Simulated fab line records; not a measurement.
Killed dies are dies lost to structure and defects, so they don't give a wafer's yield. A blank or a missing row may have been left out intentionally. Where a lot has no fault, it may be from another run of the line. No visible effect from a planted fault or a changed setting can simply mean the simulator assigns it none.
Code-filled problem report in 8D (eight disciplines) form    flow sky130    the parts of the form that need people (team, actions taken, sign-off) are left out

## 1. PROBLEM STATEMENT
Across 6 wafers from 2 lots, RES_XHIGH_TW at SKY_RES_XHIGH_TW_MEAS_09 averages 1534, while fault-free wafers read 1657 with a standard deviation of 13. That puts it -9.4 standard deviations away from the usual mean.
The first sign was on wafer L962.1 at day 32 19:50, on film-metro-01. The record has a number at this step for 33 wafers belonging to 11 lots. Rule for "out" (also "out of limits"): further than 4 standard deviations from the usual mean. Any other wafer with a number is counted as sound.

## 2. WHAT IT IS, AND WHAT IT ISN'T
question                     is                      is not
which readings at this step  RES_XHIGH_TW            -
which lots                   L962, L964              L945, L946, L947, L949, L952, L956, L965, L967, L968
which wafers of those lots   all that have a number  -
read on which gauges         film-metro-01           film-metro-02, film-metro-03
when                         from day 32 19:50       up to then (18 sound wafers); but 9 sound wafers of L965, L967, L968 came after

## 3. SUSPECTS, AND WHAT RULES EACH OUT
Counting: a tool stays on the suspect list if, at a process step up to the reading, it processed all lots that are out and no sound lot following the first of them.
- the gauge at SKY_RES_XHIGH_TW_MEAS_09 has been ruled out. All the wafers that are out were read on film-metro-01, but those of them that SKY_RES_XHIGH_IMPLANT_07 has rows for are out there too, on other tools.
- implanter-02 at SKY_RES_XHIGH_IMPLANT_07: kept. It ran every lot that is out, first L962 (day 32 19:35), and no sound lot after that; its last sound lot up to then is L956 (day 30 15:55). Its own beam-on-s, faraday-current-uA readings are out on those wafers.
- plasma-asher-02 at SKY_RES_XHIGH_STRIP_08 (strips in O2/N2): ruled out as a lasting fault. After its first lot that is out, L962 (day 32 19:44), sound lots L965, L967 ran on it.
After counting, what remains is implanter-02 at SKY_RES_XHIGH_IMPLANT_07.

## 4. THE CAUSE (what the simulator had put in)
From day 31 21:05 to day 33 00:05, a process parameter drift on implanter-02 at SKY_RES_XHIGH_IMPLANT_07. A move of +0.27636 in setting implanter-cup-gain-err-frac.
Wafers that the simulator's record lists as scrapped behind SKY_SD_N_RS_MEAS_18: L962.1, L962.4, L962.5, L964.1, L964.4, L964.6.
The count eliminated every tool but this one.

## 5. THE CHAIN OF EFFECTS, in route order
One row per reading whose mean, taken over the struck wafers that have a number, lies over 3 standard deviations from the usual. Only readings for which the record gives a usual standard deviation are gone through. hours: the time from each lot's start at the first step in this table that gives one to its start at this step, as a median over the lots. sigmas: the change in usual standard deviations.
hours  step                      reading             usual         on struck wafers  change  sigmas
0      SKY_RES_XHIGH_IMPLANT_07  beam-on-s           37.4 s        27.9              -9.5    -4.8
0      SKY_RES_XHIGH_IMPLANT_07  faraday-current-uA  543           730               +187    +6.4
0      SKY_RES_XHIGH_TW_MEAS_09  RES_XHIGH_TW        1657          1534              -122    -9.4
28     SKY_SD_N_RS_MEAS_18       RES_XHIGH_RS        333.2 ohm/sq  404.2             +71.0   +55
The process steps in it:
- SKY_RES_XHIGH_IMPLANT_07

## 6. HOW IT WOULD HAVE BEEN CAUGHT EARLIER
The first out-of-limits reading at a measuring or inspecting step in this record came at day 32 19:50, 23 hours after the fault's start at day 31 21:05.
The tool's own readings at SKY_RES_XHIGH_IMPLANT_07 were out on every struck wafer that the step has a row for (beam-on-s, faraday-current-uA): an alarm limit on them would have fired on the first of those.
Among the 2 lots that are out, L964 began SKY_RES_XHIGH_IMPLANT_07 on implanter-02 after day 32 19:50. Putting the tool on hold at that point would have spared it.
